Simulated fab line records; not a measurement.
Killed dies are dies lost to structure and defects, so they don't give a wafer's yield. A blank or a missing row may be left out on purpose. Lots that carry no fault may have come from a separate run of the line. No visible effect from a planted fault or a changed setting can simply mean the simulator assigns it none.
fab line records	flow sfqLine
record lots=6	wafers=18	lastDay=87
route steps=325 shown M7@285 I7@296 M8@311
lots with no fault: from the same line, run without faults
startH: start of the lot's first displayed wafer, in hours after the record's first day	waitH: how many hours have passed since the lot's step before this one	" identical to the entry in the row above	L1.1+2: a row that stands for several wafers	- value missing, or start not given	* or withheld: withheld	< > ~ a bound
route shown NAME@n: NAME is a module with steps in the file, n the number in the route of the first one	usual: mean and standard deviation over wafers with no fault	same: alike in all rows	chamber/n: place in a boat	sites: readings site by site	_std_site: standard deviation across them	_edge_site: the outer-site mean with the inner-site mean subtracted	radiusMm: how far each site lies from the wafer's centre	mask NAME#n: copy n	behind: the tool/chamber that last shaped the wafer	hold: what put the lot on hold/how long, in hours/how the hold closed	device: the n, p or np transistor that did not switch	end of line: tests of these same wafers at the route's end	a step given without rows: its recipe and nothing more	killed: the dies lost at the first sort to structure and to defects; this is not the yield of the wafer	map: a wafer's dies, x killed, . not, _ none there
set.NAME: the setting that was run; set.NAME@STEP: the one run at that earlier step	model.NAME: the simulator's own value behind a step, which no gauge read
lots seen at some steps along the route; tables by step, rows by wafer
services: the hour from which a tool's chamber was out of use, counted from the record's first day as startH (under 0 if before that day), plus the number of hours and why
## steps
# step SFQ_TRILAYER_M7_LITHO_COAT_182
# recipe resist=BARC	spinRpm=3000	resistThkNm=62
# step SFQ_TRILAYER_M7_LITHO_COAT_177
# recipe resist=KrF	spinRpm=3000	resistThkNm=600
# step SFQ_TRILAYER_M7_LITHO_SOFTBAKE_181
# recipe tempC=withheld	timeS=withheld	resist=KrF
# step SFQ_TRILAYER_M7_LITHO_EXPOSE_178
# recipe maskId=M7	na=0.6	sourceShape=conventional	sigmaOuter=0.65	targetCdNm=500	doseMj=14.4
# step SFQ_TRILAYER_M7_LITHO_PEB_180
# recipe pebTempC=115	pebTimeS=60	resist=KrF
# step SFQ_TRILAYER_M7_LITHO_DEVELOP_179
# recipe timeS=60	resist=KrF
# step SFQ_M7_OVL_MEAS_945
# usual M7_OVL=1/6.4
lot.wafer	tool	chamber	startH	waitH	M7_OVL[nm]
L932.3	overlay-01	-	1837.89	0.1	2
L932.5	"	-	"	"	0
L932.6	"	-	"	"	6
L935.1	overlay-01	-	1910.55	0.1	-4
L935.2	"	-	"	"	-4
L935.6	"	-	"	"	3
L936.1	overlay-02	-	1912.35	0.1	-5
L936.2	"	-	"	"	5
L936.4	"	-	"	"	9
L938.2	overlay-02	-	1929.45	0.1	1
L938.4	"	-	"	"	4
L938.5	"	-	"	"	-2
L945.1	overlay-01	-	1959.87	0.1	1
L945.4	"	-	"	"	-3
L945.5	"	-	"	"	5
L950.1	overlay-01	-	1989.45	0.1	2
L950.3	"	-	"	"	0
L950.4	"	-	"	"	1
# step SFQ_TRILAYER_M7_BARC_OPEN_METAL_ETCH_229
# recipe maskMaterial=PR	chemistry=O2	targetDepthNm=125	target=BARC	icpW=600	biasW=80	pressureMtorr=10	timeS=41.7
# usual drypumpMotorCurrentA=5.8/0.37	oesProductAu=0.684/0.0046
lot.wafer	tool	chamber	startH	waitH	drypumpMotorCurrentA	oesProductAu	rfHoursCounterH
L932.3	rieMetal-01	0	1837.93	0.0	6.1	0.676	-
L932.5	"	1	"	"	6.3	0.681	-
L932.6	"	0	"	"	6.1	0.680	-
L935.1	rieMetal-04	0	1910.59	0.0	5.0	0.680	51
L935.2	"	1	"	"	5.8	0.687	121
L935.6	"	1	"	"	5.8	0.688	-
L936.1	rieMetal-01	1	1912.39	0.0	6.3	0.693	117
L936.2	"	0	"	"	6.1	0.687	76
L936.4	"	0	"	"	6.2	0.684	-
L938.2	rieMetal-04	1	1929.50	0.0	5.8	0.685	-
L938.4	"	1	"	"	5.8	0.683	-
L938.5	"	1	"	"	5.8	0.679	-
L945.1	rieMetal-02	1	1959.91	0.0	5.8	0.681	69
L945.4	"	0	"	"	5.6	0.680	-
L945.5	"	1	"	"	5.7	0.684	-
L950.1	rieMetal-02	0	1989.49	0.0	5.6	0.685	11
L950.3	"	1	"	"	5.8	0.687	-
L950.4	"	0	"	"	5.6	0.684	-
# step SFQ_TRILAYER_M7_ETCH_METAL_ETCH_180
# recipe target=Nb	stopOn=SiO2	maskMaterial=PR	chemistry=Cl2/Ar	targetDepthNm=240	icpW=600	biasW=80	pressureMtorr=10	timeS=120
# usual drypumpMotorCurrentA=5.8/0.37	oesProductAu=0.895/0.0081
lot.wafer	tool	chamber	startH	waitH	drypumpMotorCurrentA	oesProductAu	rfHoursCounterH
L932.3	rieMetal-01	0	1838.01	0.1	6.1	0.908	-
L932.5	"	1	"	"	6.3	0.902	-
L932.6	"	0	"	"	6.1	0.907	-
L935.1	rieMetal-04	0	1910.65	0.0	5.0	0.878	51
L935.2	"	1	"	"	5.8	0.902	121
L935.6	"	1	"	"	5.8	0.893	-
L936.1	rieMetal-01	1	1912.45	0.0	6.3	0.894	117
L936.2	"	0	"	"	6.1	0.903	76
L936.4	"	0	"	"	6.1	0.888	-
L938.2	rieMetal-04	1	1929.64	0.1	5.8	0.885	-
L938.4	"	1	"	"	5.8	0.892	-
L938.5	"	1	"	"	5.8	0.887	-
L945.1	rieMetal-02	1	1959.97	0.0	5.7	0.894	69
L945.4	"	0	"	"	5.6	0.902	-
L945.5	"	1	"	"	5.8	0.886	-
L950.1	rieMetal-02	0	1989.54	0.0	5.6	0.879	11
L950.3	"	1	"	"	5.7	0.879	-
L950.4	"	0	"	"	5.7	0.882	-
# step SFQ_TRILAYER_M7_STRIP_STRIP_181
# recipe gas=O2	powerW=200	platenTempC=40	overashFraction=0.65	chemistry=O2	pressureMtorr=50
# usual drypumpMotorCurrentA=5.8/0.37	oesProductAu=1.002/0.016
lot.wafer	tool	chamber	startH	waitH	drypumpMotorCurrentA	oesProductAu	rfHoursCounterH
L932.3	rieMetal-01	0	1838.30	0.2	6.1	1.026	-
L932.5	"	1	"	"	6.3	0.994	-
L932.6	"	0	"	"	6.1	1.017	-
L935.1	rieMetal-04	0	1910.78	0.1	5.0	0.986	51
L935.2	"	1	"	"	5.8	1.001	121
L935.6	"	1	"	"	5.8	0.995	-
L936.1	rieMetal-01	1	1912.58	0.1	6.3	1.009	117
L936.2	"	0	"	"	6.1	1.025	76
L936.4	"	0	"	"	6.1	1.028	-
L938.2	rieMetal-04	1	1930.05	0.4	5.8	1.006	-
L938.4	"	1	"	"	5.8	1.008	-
L938.5	"	1	"	"	5.8	1.009	-
L945.1	rieMetal-02	1	1960.09	0.1	5.7	0.986	70
L945.4	"	0	"	"	5.6	1.005	-
L945.5	"	1	"	"	5.7	0.998	-
L950.1	rieMetal-02	0	1989.67	0.1	5.6	1.000	12
L950.3	"	1	"	"	5.7	0.982	-
L950.4	"	0	"	"	5.6	0.995	-
# step SFQ_TRILAYER_M7_STRIP_SOLV_CLEAN_182
# recipe chemistry=NMP	tempC=70	timeS=600
# step SFQ_TRILAYER_I7_DEP_PECVD_183
# recipe material=SiO2	tempC=150	timeS=111.11	pressureTorr=2.4	rfW=183.3	precursor=SiH4/N2O	targetThkNm=500
# usual heaterPowerW=97/17	showerheadVppV=823/54	throttleValvePct=25.5/1.1
lot.wafer	tool	chamber	startH	waitH	heaterPowerW	showerheadVppV	throttleValvePct
L932.3	pecvd-02	2	1838.89	0.0	82	853	26.3
L932.5	"	0	"	"	87	884	27.2
L932.6	"	2	"	"	87	863	25.9
L935.1	pecvd-04	1	1911.55	0.0	88	750	24.3
L935.2	"	0	"	"	90	787	23.2
L935.6	"	0	"	"	78	787	23.2
L936.1	pecvd-02	2	1913.35	0.0	91	862	26.3
L936.2	"	0	"	"	88	876	27.4
L936.4	"	0	"	"	89	873	27.3
L938.2	pecvd-03	2	1931.23	0.0	114	773	26.1
L938.4	"	1	"	"	122	895	26.1
L938.5	"	0	"	"	84	765	24.4
L945.1	pecvd-03	0	1960.87	0.0	95	772	24.3
L945.4	"	2	"	"	105	781	25.4
L945.5	"	0	"	"	77	765	24.3
L950.1	pecvd-03	2	1990.44	0.0	112	772	25.5
L950.3	"	1	"	"	126	877	26.3
L950.4	"	1	"	"	126	906	26.1
# step SFQ_TRILAYER_I7_CMP_CMP_184
# recipe material=SiO2	downForcePsi=3	platenRpm=60	padVelocityMS=0.94248
# usual edgeZonePressureFrac=1.000/0.0047	headPressurePsi=3.000/0.0071	motorCurrentA=9.9/1.5	timeToEndpointS=218/6.4
lot.wafer	tool	chamber	startH	waitH	edgeZonePressureFrac	headPressurePsi	motorCurrentA	timeToEndpointS	model.SiO2_of_TRILAYER_I7_DEP_PECVD_183.thkNm
L932.3	cmp-01	3	1840.47	1.5	0.999	2.996	12.7	218	202.5
L932.5	"	0	"	"	0.989	2.993	8.6	215	200.1
L932.6	"	1	"	"	0.993	2.988	9.7	218	202.9
L935.2	cmp-01	0	1912.17	0.6	-	-	-	-	499.3
L935.1	"	1	"	"	-	-	-	-	504.2
L935.6	"	0	1914.17	2.5	-	-	-	-	500.1
L936.2	cmp-01	1	1914.67	1.3	-	-	-	-	496.6
L936.4	"	2	"	"	-	-	-	-	503.4
L936.1	"	0	1916.17	2.8	-	-	-	-	495.1
L938.2	cmp-01	1	1931.54	0.3	1.005	2.992	9.4	221	201
L938.4	"	3	1932.54	1.2	1.003	2.991	12.4	227	202.4
L938.5	"	1	1933.54	2.2	0.996	2.998	10.2	219	201
L945.4	cmp-02	2	1967.54	6.6	1.002	3.005	9.5	222	199.2
L945.1	"	0	1968.54	7.6	1.004	3.001	10.0	208	200.8
L945.5	"	2	1969.54	8.6	1.003	3.001	8.8	221	200.3
L950.3	cmp-02	2	2001.11	10.6	0.999	2.997	8.9	219	201.4
L950.4	"	3	"	"	1.001	3.001	9.2	224	200.5
L950.1	"	0	"	"	1.009	3.005	9.6	219	201.6
# step SFQ_I7_BOW_MEAS_946
# recipe mode=bow
# usual I7_BOW=3/12
lot.wafer	tool	chamber	startH	waitH	I7_BOW[um]
L932.3	filmMetro-02	-	1842.01	1.0	5
L932.5	"	-	"	"	-6
L932.6	"	-	"	"	3
L935.1	filmMetro-02	-	1914.67	1.5	-11
L935.2	"	-	"	"	-3
L935.6	"	-	"	"	5
L936.1	filmMetro-03	-	1917.67	1.0	-8
L936.2	"	-	"	"	5
L936.4	"	-	"	"	6
L938.2	filmMetro-04	-	1934.56	2.5	7
L938.4	"	-	"	"	5
L938.5	"	-	"	"	0
L945.1	filmMetro-03	-	1970.54	1.5	9
L945.4	"	-	"	"	8
L945.5	"	-	"	"	16
L950.1	filmMetro-02	-	2004.11	1.5	-6
L950.3	"	-	"	"	1
L950.4	"	-	"	"	3
# step SFQ_TRILAYER_I7_METRO_MEASURE_185
# usual thkNm=200.8/1
lot.wafer	tool	chamber	startH	waitH	thkNm
L932.3	filmMetro-02	-	1842.49	0.5	202.5
L932.5	"	-	"	"	200.0
L932.6	"	-	"	"	203.0
L935.1	filmMetro-02	-	1914.79	0.1	504.3
L935.2	"	-	"	"	499.3
L935.6	"	-	"	"	500.1
L936.1	filmMetro-03	-	1917.79	0.1	495.0
L936.2	"	-	"	"	496.9
L936.4	"	-	"	"	503.5
L938.2	filmMetro-04	-	1934.86	0.3	201.1
L938.4	"	-	"	"	202.5
L938.5	"	-	"	"	200.9
L945.1	filmMetro-03	-	1970.66	0.1	200.8
L945.4	"	-	"	"	199.1
L945.5	"	-	"	"	200.2
L950.1	filmMetro-02	-	2004.23	0.1	201.6
L950.3	"	-	"	"	201.4
L950.4	"	-	"	"	200.3
# step SFQ_TRILAYER_I7_VIA_LITHO_COAT_192
# recipe resist=BARC	spinRpm=3000	resistThkNm=62
# step SFQ_TRILAYER_I7_VIA_LITHO_COAT_187
# recipe resist=KrF	spinRpm=3000	resistThkNm=650
# step SFQ_TRILAYER_I7_VIA_LITHO_SOFTBAKE_191
# recipe tempC=withheld	timeS=withheld	resist=KrF
# step SFQ_TRILAYER_I7_VIA_LITHO_EXPOSE_188
# recipe maskId=I7	na=0.6	sourceShape=conventional	sigmaOuter=0.65	targetCdNm=1000	doseMj=21.3
# step SFQ_TRILAYER_I7_VIA_LITHO_PEB_190
# recipe pebTempC=115	pebTimeS=60	resist=KrF
# step SFQ_TRILAYER_I7_VIA_LITHO_DEVELOP_189
# recipe timeS=60	resist=KrF
# step SFQ_I7_OVL_MEAS_947
# usual I7_OVL=1/6.5
lot.wafer	tool	chamber	startH	waitH	I7_OVL[nm]
L932.3	overlay-01	-	1929.88	0.1	-2
L932.5	"	-	"	"	-5
L932.6	"	-	"	"	0
L935.1	overlay-02	-	2002.31	0.1	9
L935.2	"	-	"	"	6
L935.6	"	-	"	"	11
L936.1	overlay-01	-	2004.71	0.1	-1
L936.2	"	-	"	"	0
L936.4	"	-	"	"	-1
L938.2	overlay-02	-	2017.16	0.1	14
L938.4	"	-	"	"	13
L938.5	"	-	"	"	15
L945.1	overlay-02	-	2045.87	0.1	0
L945.4	"	-	"	"	-11
L945.5	"	-	"	"	-1
L950.1	overlay-02	-	2080.72	0.1	-12
L950.3	"	-	"	"	-10
L950.4	"	-	"	"	-3
# step SFQ_TRILAYER_I7_VIA_BARC_OPEN_VIA_ETCH_260
# recipe maskMaterial=PR	chemistry=O2	targetDepthNm=125	target=BARC	sourceW=500	biasW=80	pressureMtorr=30	timeS=41.7
# usual drypumpMotorCurrentA=5.6/0.3	oesProductAu=0.686/0.0045
lot.wafer	tool	chamber	startH	waitH	drypumpMotorCurrentA	oesProductAu	rfHoursCounterH
L932.3	rieDiel-01	2	1929.90	0.0	6.0	0.687	8
L932.5	"	1	"	"	5.9	0.688	-
L932.6	"	2	"	"	6.0	0.694	-
L935.1	rieDiel-04	3	2002.35	0.0	5.4	0.686	5
L935.2	"	0	"	"	5.3	0.682	5
L935.6	"	3	"	"	5.4	0.679	-
L936.1	rieDiel-02	0	2004.75	0.0	5.7	0.675	18
L936.2	"	3	"	"	5.5	0.686	3
L936.4	"	1	"	"	5.0	0.684	1
L938.2	rieDiel-04	2	2017.19	0.0	5.6	0.688	1
L938.4	"	0	"	"	5.3	0.689	-
L938.5	"	3	"	"	5.4	0.689	-
L945.1	rieDiel-02	2	2045.91	0.0	6.0	0.677	7
L945.4	"	1	"	"	5.0	0.687	1
L945.5	"	0	"	"	5.6	0.688	-
L950.1	rieDiel-01	1	2080.76	0.0	5.9	0.682	12
L950.3	"	2	"	"	6.0	0.685	10
L950.4	"	3	"	"	5.2	0.683	-
# step SFQ_TRILAYER_I7_VIA_ETCH_VIA_ETCH_190
# recipe target=SiO2	stopOn=Nb	maskMaterial=PR	taperDeg=20	chemistry=CHF3	targetDepthNm=260	sourceW=500	biasW=80	pressureMtorr=30	timeS=withheld
# usual drypumpMotorCurrentA=5.6/0.3	oesProductAu=0.856/0.0052
lot.wafer	tool	chamber	startH	waitH	drypumpMotorCurrentA	oesProductAu	model.I7.featureDepthNm	model.etch.depthNm
L932.3	rieDiel-01	2	1929.94	0.0	6.0	0.861	202.5	202.5
L932.5	"	1	"	"	5.8	0.863	200.1	200.1
L932.6	"	2	"	"	6.0	0.865	202.9	202.9
L935.1	rieDiel-04	3	2002.39	0.0	5.4	1.616	260.6	260.6
L935.2	"	0	"	"	5.3	1.621	258.9	258.9
L935.6	"	3	"	"	5.4	1.630	262.4	262.4
L936.1	rieDiel-02	0	2004.79	0.0	5.7	1.641	262.6	262.6
L936.2	"	3	"	"	5.5	1.585	251.9	251.9
L936.4	"	1	"	"	5.0	1.623	260.1	260.1
L938.2	rieDiel-04	2	2017.22	0.0	5.6	0.854	201	201
L938.4	"	0	"	"	5.3	0.865	202.4	202.4
L938.5	"	3	"	"	5.4	0.855	201	201
L945.1	rieDiel-02	2	2045.95	0.0	6.0	0.850	200.8	200.8
L945.4	"	1	"	"	5.0	0.851	199.2	199.2
L945.5	"	0	"	"	5.6	0.858	200.3	200.3
L950.1	rieDiel-01	1	2080.80	0.0	5.8	0.856	201.6	201.6
L950.3	"	2	"	"	6.1	0.857	201.4	201.4
L950.4	"	3	"	"	5.2	0.851	200.5	200.5
# step SFQ_TRILAYER_I7_VIA_STRIP_STRIP_191
# recipe gas=O2	powerW=200	platenTempC=40	overashFraction=0.65	chemistry=O2	pressureMtorr=50
# step SFQ_TRILAYER_I7_VIA_STRIP_SOLV_CLEAN_192
# recipe chemistry=NMP	tempC=70	timeS=600
# step SFQ_TRILAYER_M8_LITHO_LOR_COAT_197
# recipe resist=lift-off	spinRpm=3000
# step SFQ_TRILAYER_M8_LITHO_LOR_BAKE_198
# recipe resist=lift-off	tempC=withheld	timeS=withheld
# step SFQ_TRILAYER_M8_LITHO_COAT_193
# recipe resist=KrF	spinRpm=3000	resistThkNm=600
# step SFQ_TRILAYER_M8_LITHO_SOFTBAKE_199
# recipe tempC=withheld	timeS=withheld	resist=KrF
# step SFQ_TRILAYER_M8_LITHO_EXPOSE_194
# recipe maskId=M8	na=0.6	sourceShape=conventional	sigmaOuter=0.65	targetCdNm=2000	doseMj=14.4
# step SFQ_TRILAYER_M8_LITHO_PEB_196
# recipe pebTempC=115	pebTimeS=60	resist=KrF
# step SFQ_TRILAYER_M8_LITHO_DEVELOP_195
# recipe imgClearS=15	timeS=55	resist=KrF
# step SFQ_M8_OVL_MEAS_948
# usual M8_OVL=1/5.2
lot.wafer	tool	chamber	startH	waitH	M8_OVL[nm]
L932.3	overlay-02	-	1934.25	0.1	6
L932.5	"	-	"	"	6
L932.6	"	-	"	"	-1
L935.1	overlay-02	-	2013.10	0.1	1
L935.2	"	-	"	"	10
L935.6	"	-	"	"	10
L936.1	overlay-02	-	2014.30	0.1	-3
L936.2	"	-	"	"	-2
L936.4	"	-	"	"	1
L938.2	overlay-02	-	2021.12	0.1	-7
L938.4	"	-	"	"	-8
L938.5	"	-	"	"	-5
L945.1	overlay-01	-	2049.63	0.1	9
L945.4	"	-	"	"	-2
L945.5	"	-	"	"	-1
L950.1	overlay-01	-	2084.48	0.1	6
L950.3	"	-	"	"	9
L950.4	"	-	"	"	6
# step SFQ_TRILAYER_M8_DEP_EVAP_197
# recipe material=Ti	angularSpreadDeg=1	targetThkNm=20	timeS=100	powerW=2000
# step SFQ_TRILAYER_M8_DEP_EVAP_198
# recipe material=Pt	angularSpreadDeg=1	targetThkNm=50	timeS=250	powerW=2000
# step SFQ_TRILAYER_M8_DEP_EVAP_196
# recipe material=Au	angularSpreadDeg=1	targetThkNm=180	timeS=900	powerW=2000
# step SFQ_M8_RS_MEAS_949
# recipe thkMeasGauge=four-point-probe	reads=Au_of_TRILAYER_M8_DEP_EVAP_196+Pt_of_TRILAYER_M8_DEP_EVAP_198+Ti_of_TRILAYER_M8_DEP_EVAP_197
# usual M8_AU_RS=0.1539/0.0028
lot.wafer	tool	chamber	startH	waitH	M8_AU_RS[ohm/sq]
L932.3	filmMetro-01	-	1935.06	0.3	0.1543
L932.5	"	-	"	"	0.1565
L932.6	"	-	"	"	0.1588
L935.1	filmMetro-04	-	2013.88	0.3	0.1501
L935.2	"	-	"	"	0.1529
L935.6	"	-	"	"	0.1509
L936.1	filmMetro-01	-	2015.08	0.3	0.1555
L936.2	"	-	"	"	0.1562
L936.4	"	-	"	"	0.1532
L938.2	filmMetro-03	-	2021.91	0.3	0.1544
L938.4	"	-	"	"	0.1543
L938.5	"	-	"	"	0.1552
L945.1	filmMetro-04	-	2050.41	0.3	0.1503
L945.4	"	-	"	"	0.1537
L945.5	"	-	"	"	0.1522
L950.1	filmMetro-03	-	2085.26	0.3	0.1578
L950.3	"	-	"	"	0.1560
L950.4	"	-	"	"	0.1590
# step SFQ_M8_THK_MEAS_950
# recipe thkMeasGauge=xrf	reads=Au_of_TRILAYER_M8_DEP_EVAP_196
# usual M8_AU_THK=180/3.2
lot.wafer	tool	chamber	startH	waitH	M8_AU_THK[nm]
L932.3	filmMetro-01	-	1935.16	0.1	179
L932.5	"	-	"	"	177
L932.6	"	-	"	"	174
L935.1	filmMetro-04	-	2014.00	0.1	184
L935.2	"	-	"	"	181
L935.6	"	-	"	"	183
L936.1	filmMetro-01	-	2015.20	0.1	178
L936.2	"	-	"	"	177
L936.4	"	-	"	"	181
L938.2	filmMetro-03	-	2022.02	0.1	181
L938.4	"	-	"	"	181
L938.5	"	-	"	"	181
L945.1	filmMetro-04	-	2050.53	0.1	185
L945.4	"	-	"	"	180
L945.5	"	-	"	"	182
L950.1	filmMetro-03	-	2085.38	0.1	176
L950.3	"	-	"	"	178
L950.4	"	-	"	"	175
# step SFQ_TRILAYER_M8_LIFTOFF_LIFTOFF_197
# recipe tempC=80	timeS=600	chemistry=NMP
# step SFQ_M8_BOW_MEAS_951
# recipe mode=bow
# usual M8_BOW=4/13
lot.wafer	tool	chamber	startH	waitH	M8_BOW[um]	model.etest.i7.linkOhm
L932.3	filmMetro-03	-	1935.41	0.0	6	1.028
L932.5	"	-	"	"	-6	1.041
L932.6	"	-	"	"	4	1.039
L935.1	filmMetro-03	-	2014.24	0.0	-10	1e+06
L935.2	"	-	"	"	-3	1e+06
L935.6	"	-	"	"	4	1e+06
L936.1	filmMetro-04	-	2015.44	0.0	-9	1e+06
L936.2	"	-	"	"	4	1e+06
L936.4	"	-	"	"	4	1e+06
L938.2	filmMetro-04	-	2022.27	0.0	7	1.06
L938.4	"	-	"	"	7	1.057
L938.5	"	-	"	"	1	1.052
L945.1	filmMetro-01	-	2050.77	0.0	11	1.041
L945.4	"	-	"	"	9	1.046
L945.5	"	-	"	"	18	1.058
L950.1	filmMetro-04	-	2085.61	0.0	-7	1.076
L950.3	"	-	"	"	-1	1.074
L950.4	"	-	"	"	3	1.071
## services
tool	chamber	startH	hours	kind
rieDiel-02	2	1824.38	14.4	repair
filmMetro-02	-	1839.69	1.7	pm
rieDiel-04	3	1849.04	14.0	repair
rieMetal-04	-	1895.26	4.0	pm
rieDiel-04	0	1896.11	1.3	repair
rieDiel-01	1	1900.79	4.1	repair
rieMetal-02	-	1900.98	2.8	pm
rieDiel-01	-	1912.22	0.2	repair
rieMetal-04	0	1914.14	24.2	repair
rieDiel-01	1	1919.80	9.3	repair
rieDiel-01	3	1927.79	6.2	repair
rieDiel-02	1	1928.21	2.7	repair
cmp-01	-	1934.54	4.0	pm
rieMetal-01	1	1949.78	1.0	repair
rieMetal-01	0	1971.81	4.8	repair
rieDiel-02	-	1976.88	0.2	repair
rieDiel-04	1	2008.34	16.7	repair
rieDiel-04	-	2013.14	1.5	repair
cmp-01	-	2017.89	0.6	repair
cmp-01	-	2020.87	0.9	repair
cmp-01	-	2053.96	0.2	repair
rieDiel-04	1	2058.55	6.9	repair
rieDiel-01	2	2069.91	9.1	repair
rieDiel-04	2	2074.15	9.2	repair
## key
firstSign step=SFQ_TRILAYER_I7_CMP_CMP_184	reading=toolRecord	direction=missing
effect step=SFQ_TRILAYER_I7_METRO_MEASURE_185	reading=thkNm	direction=up	sigmas=99+	usual=200.8	struck=499.9
effect step=SFQ_TRILAYER_I7_VIA_ETCH_VIA_ETCH_190	reading=oesProductAu	direction=up	sigmas=99+	usual=0.856	struck=1.619
modelEffect step=SFQ_TRILAYER_I7_CMP_CMP_184	value=SiO2_of_TRILAYER_I7_DEP_PECVD_183.thkNm	without=201.3	struck=499.8
modelEffect step=SFQ_TRILAYER_I7_VIA_ETCH_VIA_ETCH_190	value=I7.featureDepthNm	without=201.3	struck=259.4
modelEffect step=SFQ_M8_BOW_MEAS_951	value=etest.i7.linkOhm	without=1.053	struck=1e+06
metAt SFQ_TRILAYER_I7_CMP_CMP_184
struckWafers L935.1,L935.2,L935.6,L936.1,L936.2,L936.4
onsetBetween 1840.47 1912.17
fault kind=skippedStepWhole	tool=cmp-01	chamber=-	onsetH=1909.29	steps=SFQ_TRILAYER_I7_CMP_CMP_184	scope=struckLotsOnly
